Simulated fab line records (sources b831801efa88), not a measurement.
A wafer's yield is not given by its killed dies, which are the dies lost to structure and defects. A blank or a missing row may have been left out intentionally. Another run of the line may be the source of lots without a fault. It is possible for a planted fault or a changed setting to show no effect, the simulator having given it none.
Which tool did it? :: flow gf180mcu :: 18 wafers from 6 lots sampled at 2 of the route's 602 steps

WHAT THE GAUGES SHOWED, per wafer
GF_VT_IMPLANT_RS_MEAS_47: measures by four-point-probe.
lot: L499
measured: day 7 21:42
on: film_metro-01
NWELL_RS (ohm/sq): 486.8 487.4 487.3

lot: L502
measured: day 8 20:07
on: film_metro-02
NWELL_RS (ohm/sq): 489.7 490.0 490.3

lot: L504
measured: day 9 08:37
on: film_metro-01
NWELL_RS (ohm/sq): 486.4 486.0 487.7

lot: L513
measured: day 12 02:55
on: film_metro-02
NWELL_RS (ohm/sq): 471.7 471.3 470.6

lot: L516
measured: day 12 21:01
on: film_metro-01
NWELL_RS (ohm/sq): 489.2 488.7 488.4

lot: L519
measured: day 13 13:44
on: film_metro-02
NWELL_RS (ohm/sq): 486.6 486.6 486.6

WHAT TOOL EACH LOT RAN ON (gives the tool, then ch and the chambers of the sampled wafers, and finally the start)
lot: L499
GF_NWELL_IMPLANT_09: implanter-02 ch 0, day 3 14:07

lot: L502
GF_NWELL_IMPLANT_09: implanter-02 ch 0, day 4 06:08

lot: L504
GF_NWELL_IMPLANT_09: implanter-04 ch 0, day 4 17:08

lot: L513
GF_NWELL_IMPLANT_09: implanter-02 ch 0, day 6 21:55

lot: L516
GF_NWELL_IMPLANT_09: implanter-04 ch 0, day 7 12:44

lot: L519
GF_NWELL_IMPLANT_09: implanter-03 ch 0, day 8 03:38
- GF_NWELL_IMPLANT_09

THE ANSWER, worked out from the rows above alone
Rule: what is usual is taken from the lots themselves. Put in order of their means at a reading, lots are off if they are a third of the lots or fewer, leave a main group of 4 or more, and stand apart from it by a gap of 3 or more times the standard deviation of the main group's means; of several such gaps the widest counts. Not used: any main group whose means are identical at the precision the tables above print for the reading. Also off: a lot with no number at a reading for which 4 or more lots have one. Where the step has rows for the other lots, those lots are counted as sound.
Off: L513, seen at GF_VT_IMPLANT_RS_MEAS_47 (NWELL_RS). Mean 487.8 ohm/sq and standard deviation 1.3 in the main group.
If a tool, at a process step before that reading, ran all the lots that are off and no sound lot after the first of them, it fits. Those tools and the gauges at GF_VT_IMPLANT_RS_MEAS_47 are tried in the same way. One fits: implanter-02 at GF_NWELL_IMPLANT_09. Its last sound lot is L502 (day 4 06:08), its first lot that is off L513 (day 6 21:55): a fault that began between those two fits.

WHAT HAD BEEN PUT IN BY THE SIMULATOR
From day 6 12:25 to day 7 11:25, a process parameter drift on implanter-02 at GF_NWELL_IMPLANT_09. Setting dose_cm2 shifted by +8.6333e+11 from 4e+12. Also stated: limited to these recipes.
Struck lots among those shown: L513. The rule above found the same.
